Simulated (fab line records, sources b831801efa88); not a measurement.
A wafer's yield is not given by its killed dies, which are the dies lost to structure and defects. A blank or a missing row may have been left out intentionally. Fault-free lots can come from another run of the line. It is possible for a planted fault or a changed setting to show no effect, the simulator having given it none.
Tool commonality check    flow sky130    Sample size 12 lots and 36 wafers

## WHAT PROMPTED THE OPENING
2 of 12 lots carry a flag on the reading SONOS_ONO_CVD_02_THK at SKY_SONOS_ONO_THK_MEAS_03. Fault-free wafers read 10.54 nm, with a standard deviation of 0.12.
Rule: a lot gets a flag if all its wafers with a number sit over 4 standard deviations from that mean, or if no wafer of it has a number. All remaining lots are regarded as sound.

lot   measured      on            SONOS_ONO_CVD_02_THK (nm), wafer by wafer  flag
L694  day 11 09:43  filmMetro-04  10.50 10.38 10.57                          
L695  day 11 17:34  filmMetro-03  10.67 10.79 10.72                          
L698  day 12 22:28  filmMetro-01  11.97 11.92 11.92                          FLAGGED
L699  day 13 09:48  filmMetro-03  12.05 12.05 11.92                          FLAGGED
L707  day 16 01:17  filmMetro-03  10.39 10.49 10.64                          
L708  day 16 01:17  filmMetro-01  10.56 10.50 10.64                          
L711  day 16 21:58  filmMetro-03  10.40 10.31 10.36                          
L712  day 17 09:38  filmMetro-01  10.35 10.51 10.60                          
L713  day 17 17:09  filmMetro-04  10.62 10.58 10.62                          
L714  day 18 03:29  filmMetro-01  10.52 10.58 10.54                          
L715  day 18 14:23  filmMetro-03  10.61 10.59 10.57                          
L716  day 19 15:19  filmMetro-04  10.60 10.64 10.60                          
The mean of the flagged lots' numbers is 11.97 nm, +1.43 nm from the usual (+12 standard deviations).

## TOOL THAT RAN EACH LOT
Before the reading, the record contains 3 process steps out of a 708-step route. Cell contents, in order: the tool; ch with the chambers the sampled wafers went through; the start.
lot   flag     SKY_NWELL_STRIP_25                   SKY_VT_ADJUST_HVTP_STRIP_10          SKY_SONOS_ONO_CVD_02
L694           plasmaAsher-03 ch 0,1, day 5 04:59   plasmaAsher-01 ch 0,1, day 5 23:39   lpcvd-02 ch 0, day 11 08:38
L695           plasmaAsher-04 ch 0,1, day 5 12:23   plasmaAsher-03 ch 0,1, day 6 07:28   lpcvd-02 ch 0, day 11 16:31
L698  FLAGGED  plasmaAsher-04 ch 0,1, day 6 02:56   plasmaAsher-02 ch 0,1, day 6 22:40   lpcvd-02 ch 1, day 12 21:23
L699  FLAGGED  plasmaAsher-04 ch 0,1, day 6 11:05   plasmaAsher-03 ch 0,1, day 7 07:10   lpcvd-02 ch 1, day 13 08:45
L707           plasmaAsher-04 ch 0,1, day 8 12:59   plasmaAsher-03 ch 0,1, day 9 11:11   lpcvd-02 ch 1, day 16 00:14
L708           plasmaAsher-02 ch 0,1, day 8 17:56   plasmaAsher-01 ch 0,1, day 9 16:13   lpcvd-02 ch 0, day 16 00:14
L711           plasmaAsher-03 ch 0,1, day 9 13:50   plasmaAsher-01 ch 0,1, day 10 13:02  lpcvd-02 ch 1, day 16 20:54
L712           plasmaAsher-04 ch 0,1, day 9 20:54   plasmaAsher-01 ch 0,1, day 10 20:02  lpcvd-02 ch 1, day 17 08:35
L713           plasmaAsher-03 ch 0,1, day 10 01:23  plasmaAsher-03 ch 0,1, day 11 01:14  lpcvd-02 ch 1, day 17 16:06
L714           plasmaAsher-02 ch 0,1, day 10 11:13  plasmaAsher-03 ch 0,1, day 11 11:25  lpcvd-02 ch 1, day 18 02:25
L715           plasmaAsher-04 ch 0,1, day 10 17:41  plasmaAsher-02 ch 0,1, day 11 18:36  lpcvd-02 ch 1, day 18 13:19
L716           plasmaAsher-03 ch 0,1, day 11 05:05  plasmaAsher-03 ch 0,1, day 12 06:07  lpcvd-02 ch 1, day 19 14:16
These steps, and what they do:
- SKY_NWELL_STRIP_25: strips in O2/N2.
- SKY_VT_ADJUST_HVTP_STRIP_10: strips in O2/N2.
- SKY_SONOS_ONO_CVD_02: deposits Si3N4 from DCS/NH3, target thk 10.5 nm, time 180 s.
- SKY_SONOS_ONO_THK_MEAS_03

## FLAGGED AGAINST TOTAL, ONE TOOL AT A TIME (gauges that did the reading follow at the end)
step                         tool            lots run  flagged  share of the flagged lots  sound lots run after its first flagged lot
SKY_NWELL_STRIP_25           plasmaAsher-02  2         0        none                       -
SKY_NWELL_STRIP_25           plasmaAsher-03  4         0        none                       -
SKY_NWELL_STRIP_25           plasmaAsher-04  6         2        all                        3 (L707,L712,L715)
SKY_VT_ADJUST_HVTP_STRIP_10  plasmaAsher-01  4         0        none                       -
SKY_VT_ADJUST_HVTP_STRIP_10  plasmaAsher-02  2         1        some                       1 (L715)
SKY_VT_ADJUST_HVTP_STRIP_10  plasmaAsher-03  6         1        some                       4 (L707,L713,L714,L716)
SKY_SONOS_ONO_CVD_02         lpcvd-02        12        2        all                        8 (L707,L708,L711,L712,L713,L714,L715,L716)
SKY_SONOS_ONO_THK_MEAS_03    filmMetro-01    4         1        some                       3 (L708,L712,L714)
SKY_SONOS_ONO_THK_MEAS_03    filmMetro-03    5         1        some                       3 (L707,L711,L715)
SKY_SONOS_ONO_THK_MEAS_03    filmMetro-04    3         0        none                       -

## WHAT THE TABLE PERMITS
In 2 table rows, all flagged lots were run: plasmaAsher-04 (SKY_NWELL_STRIP_25), lpcvd-02 (SKY_SONOS_ONO_CVD_02).
- plasmaAsher-04 at SKY_NWELL_STRIP_25: 2 of its 6 lots flagged. Sound lots followed the first flagged one (L707, L712, L715) on it, something a lasting fault affecting the whole tool could not allow.
- lpcvd-02 at SKY_SONOS_ONO_CVD_02: 2 of its 12 lots flagged. Sound lots followed the first flagged one (L707, L708, L711, L712, L713, L714, L715, L716) on it, something a lasting fault affecting the whole tool could not allow.
There is no row in the table that ran each flagged lot and no sound lot after the first.

## WHAT THE SIMULATOR HAD INSERTED
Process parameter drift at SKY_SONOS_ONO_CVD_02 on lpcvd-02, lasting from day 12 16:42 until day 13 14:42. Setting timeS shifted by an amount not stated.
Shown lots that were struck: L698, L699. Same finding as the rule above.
